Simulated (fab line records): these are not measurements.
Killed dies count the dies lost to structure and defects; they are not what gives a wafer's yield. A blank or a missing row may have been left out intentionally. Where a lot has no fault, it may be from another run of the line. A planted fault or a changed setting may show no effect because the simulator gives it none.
2 desks looking at one fault	flow sky130	each desk has only its own numbers; what lay behind them comes last

METROLOGY DESK
Means of the sampled wafers that have a number, per lot and without regard to the tool the lot ran on: this is what the gauges read. A lot is out of limits, marked OUT, if its mean lies more than 4 standard deviations from the usual mean; the brackets give that distance.
Columns: A = INCOMING_BOW at SKY_FIELD_ISO_BOW_MEAS_00, usual 1 um; B = VT_ADJUST_PCH_TW at SKY_VT_ADJUST_PCH_TW_MEAS_10, usual 142.3
lot	first seen here	A	B
L261	day 1 15:01	6	141.6
L262	day 1 20:02	3	142.2
L263	day 2 01:01	-2	142.2
L264	day 2 06:00	4	141.6
L265	day 2 11:01	9	143.1
L271	day 3 17:02	8	150.8 (+12) OUT
L273	day 4 03:01	-2	151.5 (+13) OUT
L276	day 4 18:01	1	143.4
L278	day 5 04:01	-5	141.2
L279	day 5 09:01	4	142.1
L282	day 6 00:01	5	141.5
L283	day 6 05:00	7	143.0
Finding of this desk: L271, L273 out of limits, first seen on L271 at day 13 23:44 (VT_ADJUST_PCH_TW at SKY_VT_ADJUST_PCH_TW_MEAS_10). In limits: L261, L262, L263, L264, L265, L276, L278, L279, L282, L283.

FOR THE TOOL OWNER'S DESK: implanter-04
SKY_VT_ADJUST_PCH_IMPLANT_08, tool's own readings: per-lot mean of the sampled wafers with a number, covering each lot this tool ran. A lot is out of limits, marked OUT, if its mean lies more than 4 standard deviations from the usual mean; the brackets give that distance.
Columns: A = doseIonsCm2 at SKY_VT_ADJUST_PCH_IMPLANT_08, usual 5e+11; B = faradayCurrentUA at SKY_VT_ADJUST_PCH_IMPLANT_08, usual 2.82
lot	first seen here	A	B
L261	day 10 13:50	5e+11	2.74
L262	day 10 21:03	5e+11	2.86
L263	day 11 11:26	5e+11	2.82
L271	day 13 23:31	6e+11 (+99 or more) OUT	3.56 (+14) OUT
L273	day 14 11:38	6e+11 (+99 or more) OUT	3.54 (+13) OUT
L282	day 17 08:02	5e+11	2.78
This desk finds L271, L273 out of limits, L271 being first, at day 13 23:31 (doseIonsCm2 at SKY_VT_ADJUST_PCH_IMPLANT_08). In limits: L261, L262, L263, L282.

BROUGHT TOGETHER
The tool owner's desk had the chance to raise an alarm at day 13 23:31 on L271, L273.
The metrology desk could have raised an alarm at day 13 23:44, on L271, L273.
Every lot named ran SKY_VT_ADJUST_PCH_IMPLANT_08 on implanter-04.

WHAT THE SIMULATOR HAD PUT IN
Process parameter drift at SKY_VT_ADJUST_PCH_IMPLANT_08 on implanter-04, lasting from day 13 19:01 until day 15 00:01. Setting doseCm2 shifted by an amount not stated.
Shown lots that were struck: L271, L273.
Hours from the fault's start to each desk's first reading out of limits: the tool owner's desk, 4; the metrology desk, 5.
